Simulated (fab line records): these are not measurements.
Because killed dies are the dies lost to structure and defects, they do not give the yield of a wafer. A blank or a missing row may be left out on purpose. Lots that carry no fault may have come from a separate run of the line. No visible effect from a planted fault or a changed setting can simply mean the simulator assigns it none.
Chamber matching	flow sky130	rieDiel-01 running SKY_VIA4_ETCH_12: 4 sister chambers
The step etches SiO2 in C4F8/O2/Ar, stops on TiN, target depth 580 nm. 8 wafers are shown with their chamber, then 8 later ones without.

== WAFERS WITH THEIR CHAMBER ==
wafer	chamber	oesProductAu (a.u.)
L076.1	1	0.933
L076.3	3	0.928
L082.2	1	0.928
L082.6	2	0.925
L084.2	3	0.924
L084.4	0	0.929
L084.6	2	0.925
L090.1	0	0.919

== WAFERS MISSING THEIR CHAMBER ==
wafer	oesProductAu (a.u.)
L090.3	0.924
L090.6	0.919
L091.1	0.923
L091.3	0.920
L091.4	0.925
L096.2	0.927
L096.5	0.926
L096.6	0.928

== WHICH CHAMBER EACH WENT THROUGH ==
wafer	from the rows above	in truth
L090.3	can't be placed: 0 or 2 or 3 or 1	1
L090.6	can't be placed: 0 or 2 or 3 or 1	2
L091.1	can't be placed: 0 or 2 or 3 or 1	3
L091.3	can't be placed: 0 or 2 or 3 or 1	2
L091.4	can't be placed: 2 or 0 or 3 or 1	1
L096.2	can't be placed: 3 or 2 or 0 or 1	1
L096.5	can't be placed: 3 or 2 or 0 or 1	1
L096.6	can't be placed: 3 or 1 or 2 or 0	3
Correct placement for 0 of the 8. Can't be placed from these rows: 8 (the true chamber is among the candidates in 8). Wrongly placed: 0.
How it was worked out, from the rows above alone: a wafer's distance from a chamber is the root of the sum, over the readings, of the square of ((its reading less the chamber's mean) divided by the reading's scatter). If the next closest chamber is less than 2 further off than the closest, the wafer can't be placed; otherwise it belongs to the closest. Each chamber's mean is taken over the wafers shown for it. The scatter: take each reading less its chamber's mean, square it, sum over the shown wafers, divide by the number of wafers less the number of chambers, and take the root.
